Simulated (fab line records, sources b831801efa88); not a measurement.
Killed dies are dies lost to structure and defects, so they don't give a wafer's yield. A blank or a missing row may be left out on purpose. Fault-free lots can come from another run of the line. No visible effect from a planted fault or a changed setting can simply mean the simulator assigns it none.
Comparing a struck lot with a sound one -- flow sky130 -- 43 steps out of a route of 708
Sound: these wafers, L886.2, L886.5, L886.6. Struck: wafers L898.3, L898.5 (left out: L898.1, a lot-mate that was not struck); the cause follows at the end.
For every step that has rows: the tool of each side, followed by ch and its chambers, followed by its first start. Under that, the readings that differ: sound wafers -- struck wafers -- difference of the means -- sigmas: that difference in standard deviations of wafers without a fault.
alike: readings with means less than 2 such deviations apart, plus words and numbers identical on both sides. not compared: withheld readings, readings lacking a value on some wafer, bounds such as >300 that could conceal the same value, and numbers that have no deviation in the record and whose values overlap.
Wherever a step has rows on one side only, a row that says differs or no value, or a row with sigmas, the two part there. Numbers that have no deviation but don't overlap get no sigmas and don't part them. A reading missing from all wafers of one side parts the sides only when that side holds two or more wafers.

first, 4 steps without rows for these wafers: SKY_VIA1_SOFTBAKE_08 (time 90 s); SKY_VIA1_EXPOSE_09 (exposes mask VIM, target cd 150 nm); SKY_VIA1_PEB_10; SKY_VIA1_DEVELOP_11 (develop time 60 s).
SKY_VIA1_CD_MEAS_12: the cd target is 150 nm.
  struck on cdSem-01, day 39 09:35; sound on cdSem-01, day 35 19:32
  alike: cdNm
SKY_VIA1_OVL_MEAS_13:
  struck on overlay-02, day 39 09:42; sound on overlay-02, day 35 19:38
  alike: VIA1_OVL
then, 1 step without rows for these wafers: SKY_VIA1_ETCH_14 (etches BARC in N2/H2, stops on SiO2, time 45.9 s, target depth 60 nm).
SKY_VIA1_ETCH_15: etches SiO2 in C4F8/O2/Ar, stops on TiN, target depth 351 nm, time 54 s.
  sound on rieDiel-04 ch 0,3, day 35 19:43; struck on rieDiel-01 ch 1,3, day 39 09:47
  alike: oesProductAu
  not compared: rfHoursCounterH
SKY_VIA1_STRIP_16: strips in O2/N2.
  sound on plasmaAsher-04 ch 0,1, day 35 19:46; struck on plasmaAsher-02 ch 0, day 39 09:49
  alike: drypumpMotorCurrentA, oesProductAu, stripTimeToEndpointS
  not compared: rfHoursCounterH
then, 3 steps without rows for these wafers: SKY_VIA1_STRIP_17 (strips in post etch residue remover, time 1200 s); SKY_VIA1_CLEAN_18 (cleans in IPA, time 180 s); SKY_VIA1_CLEAN_19 (cleans in O3/DIW).
SKY_VIA1_SPUTTER_20: material TiN, target thk 20 nm, time 80 s.
  struck on pvdSputter-03, day 39 10:25; sound on pvdSputter-04, day 35 20:23
  alike: throttleValvePct
SKY_VIA1_CVD_21: deposits W, target thk 270 nm, time 80.902 s.
  sound on cvdW-02 ch 0,1, day 35 20:26; struck on cvdW-02 ch 1, day 39 10:29
  alike: heaterPowerW
SKY_VIA1_RS_MEAS_22: uses a four-point probe to measure.
  struck on filmMetro-02, day 39 10:34; sound on filmMetro-04, day 35 20:34
  alike: VIA1_W_RS
SKY_VIA1_THK_MEAS_23: measures by xrf.
  struck on filmMetro-02, day 39 10:41; sound on filmMetro-04, day 35 20:40
  alike: VIA1_W_THK
then, 4 steps without rows for these wafers: SKY_VIA1_CMP_24 (polishes, stops on SiO2, t overpolish 15 s, target thk 0 nm); SKY_METAL2_SPUTTER_00 (material Ti, target thk 15 nm, time 10 s); SKY_METAL2_SPUTTER_01 (material TiN, target thk 20 nm, time 16.7 s); SKY_METAL2_SPUTTER_02 (material AlCu, target thk 250 nm, time 13.3 s).
SKY_METAL2_SPUTTER_03: material Ti, target thk 5 nm, time 3.3 s.
  struck on pvdSputter-04, day 39 11:22; sound on pvdSputter-02, day 35 21:05
  alike: throttleValvePct
SKY_METAL2_SPUTTER_04: material TiN, target thk 70 nm, time 58.3 s.
  struck on pvdSputter-04, day 39 11:23; sound on pvdSputter-02, day 35 21:07
  alike: throttleValvePct
SKY_METAL2_RS_MEAS_05: uses a four-point probe to measure.
  struck on filmMetro-03, day 39 11:26; sound on filmMetro-01, day 35 21:11
  alike: METAL2_ALCU_RS
SKY_METAL2_THK_MEAS_06: measures by xrf.
  struck on filmMetro-03, day 39 11:34; sound on filmMetro-01, day 35 21:17
  alike: METAL2_ALCU_THK
then, 8 steps without rows for these wafers: SKY_METAL2_DEHYDRATE_07 (time 60 s); SKY_METAL2_HMDS_08 (prime time 60 s); SKY_METAL2_COAT_09 (resist thk 60 nm); SKY_METAL2_COAT_10 (resist thk 450 nm); SKY_METAL2_SOFTBAKE_11 (time 90 s); SKY_METAL2_EXPOSE_12 (exposes mask MM2, target cd 140 nm); SKY_METAL2_PEB_13; SKY_METAL2_DEVELOP_14 (develop time 60 s).
SKY_METAL2_CD_MEAS_15: the cd target is 140 nm.
  struck on cdSem-02, day 40 12:46; sound on cdSem-02, day 36 23:59
  alike: cdNm
SKY_METAL2_OVL_MEAS_16:
  struck on overlay-02, day 40 12:53; sound on overlay-01, day 37 00:05
  alike: METAL2_OVL
then, 8 steps without rows for these wafers: SKY_METAL2_DESCUM_17 (chemistry O2, time 8 s); SKY_METAL2_ETCH_18 (etches BARC in N2/H2, stops on SiO2, time 45.9 s, target depth 60 nm); SKY_METAL2_METAL_ETCH_19 (etches the open film in Cl2/BCl3, stops on SiO2, target depth 360 nm, time 78 s); SKY_METAL2_STRIP_20 (strips in O2/N2); SKY_METAL2_STRIP_21 (strips in post etch residue remover, time 1200 s); SKY_METAL2_CLEAN_22 (cleans in IPA, time 180 s); SKY_METAL2_CLEAN_23 (cleans in O3/DIW); SKY_VIA2_HDPCVD_00 (deposits SiO2, target thk 1180 nm, time 196.7 s).
-- the record jumps here: 9 days lie between the struck wafers' starts before and after (it left off in module VIA2 and takes up again in module PAD_OPEN, whose first step shown is number 708 of the route) --
SKY_PAD_OPEN_PROBE_99:
  struck on prober-02, day 49 19:34; sound on prober-02, day 47 04:55
reading,sound,struck,difference,sigmas
hold,- - -,awaitDispo/2.7h/release awaitDispo/2.7h/release,no value on the sound wafers,
defectLimitedYield (%),82.3 86.0 85.8,78.3 77.6,-6.8,-4
killed_at_M0_to_M3,46 35 36,66 80,+34,+5
killedDies,87 69 70,107 110,+33,+4
sort_bin_3_pad_short (%),1.0 0.8 1.0,2.6 2.2,+1.5,+4
sort_bin_5_function (%),11.2 8.5 7.7,14.0 13.2,+4.5,+3
sortNPass,405 423 422,385 382,-33,-4
sortYieldPct (%),82.3 86.0 85.8,78.3 77.6,-6.8,-4
model.etest.tester.sortNPass,405 423 422,385 382,-33,
model.etest.tester.sortYieldPct (%),82.32 85.98 85.77,78.25 77.64,-6.75,
model.etest.tester.sort_bin_5_pct (%),11.18 8.537 7.724,14.02 13.21,+4.47,
model.etest.tester.sort_bin_3_pct (%),1.016 0.813 1.016,2.642 2.236,+1.491,
  alike: killed_at_M4_up, killedAtContacts, killedAtFrontEnd, killedAtOther, killedOpen, killedShort, sort_bin_6_memory

== WHERE THEY PART ==
SKY_PAD_OPEN_PROBE_99 only, going by this record.

WHY: what the simulator had put in
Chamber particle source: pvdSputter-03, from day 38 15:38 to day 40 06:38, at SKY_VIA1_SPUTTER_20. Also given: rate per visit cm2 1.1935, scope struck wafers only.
